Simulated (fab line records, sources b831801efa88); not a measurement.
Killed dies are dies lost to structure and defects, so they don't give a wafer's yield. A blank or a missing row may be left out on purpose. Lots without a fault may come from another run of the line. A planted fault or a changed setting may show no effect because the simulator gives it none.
Problem report in the 8D (eight disciplines) form, filled by code | flow gf180mcu | the parts of the form that need people (team, actions taken, sign-off) are left out

1. THE PROBLEM
V4_W_RS at GF_V4_RS_MEAS_24 reads a mean of 0.221 ohm/sq on 6 wafers of 2 lots; wafers without a fault read 0.327 ohm/sq with a standard deviation of 0.0031. That is -34 standard deviations from the usual mean.
The step: measures by four-point-probe.
First seen on wafer L669.3, day 29 04:34, on film_metro-04. The record holds 39 wafers of 13 lots with a number at this step. Rule for "out", or "out of limits": more than 4 standard deviations from the usual mean. The other wafers with a number count as sound.

2. WHAT IT IS AND WHAT IT IS NOT
question                    | is                     | is not
which readings at this step | V4_W_RS                | -
which lots                  | L669, L670             | L656, L657, L658, L659, L660, L661, L662, L664, L665, L668, L674
which wafers of those lots  | all that have a number | -
read on which gauges        | film_metro-04          | film_metro-01, film_metro-02
when                        | from day 29 04:34      | up to then (30 sound wafers); but 3 sound wafers of L674 came after

3. SUSPECTS, AND WHAT RULES EACH OUT
Counting: a tool at a process step up to the reading stays a suspect if it ran every lot that is out and no sound lot after the first of them.
- the gauge at GF_V4_RS_MEAS_24: kept. All the wafers that are out were read on film_metro-04, and no step on other tools shows them out.
- cvd_w-01 at GF_V4_CVD_23 (deposits W, target thk 350 nm, time 104.9 s): kept. It ran every lot that is out, first L669 (day 29 04:28), and no sound lot after that; its last sound lot up to then is L668 (day 28 20:28).
Left after counting: cvd_w-01 at GF_V4_CVD_23, film_metro-04 at GF_V4_RS_MEAS_24.

4. THE CAUSE (what the simulator had put in)
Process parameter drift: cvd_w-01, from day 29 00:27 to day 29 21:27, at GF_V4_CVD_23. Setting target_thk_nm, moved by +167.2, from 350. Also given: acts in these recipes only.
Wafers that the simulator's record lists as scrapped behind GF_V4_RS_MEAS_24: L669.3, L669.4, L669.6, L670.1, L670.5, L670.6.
Counting left 2 suspects, and this tool is among them.

5. THE CHAIN OF EFFECTS, in route order
Each row: a reading whose mean over the struck wafers that have a number lies more than 3 standard deviations from the usual. Only readings for which the record gives a usual standard deviation are gone through. hours: the time from each lot's start at the first step in this table that gives one to its start at this step, as a median over the lots. sigmas: the change in usual standard deviations.
hours | step             | reading | usual        | on struck wafers | change | sigmas
0     | GF_V4_RS_MEAS_24 | V4_W_RS | 0.327 ohm/sq | 0.221            | -0.106 | -34

6. WHAT WOULD HAVE CAUGHT IT SOONER
In this record the first reading out of limits at a measuring or inspecting step was taken at day 29 04:34, 4 hours after the fault began at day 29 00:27.
Of the tool readings at GF_V4_CVD_23 for which the record gives a usual standard deviation, none was out on any struck wafer, so an alarm limit of 4 standard deviations on them would not have fired.
Of the lots that are out (2), L670 began GF_V4_CVD_23 on cvd_w-01 after day 29 04:34. A hold on the tool at that time would have spared it.
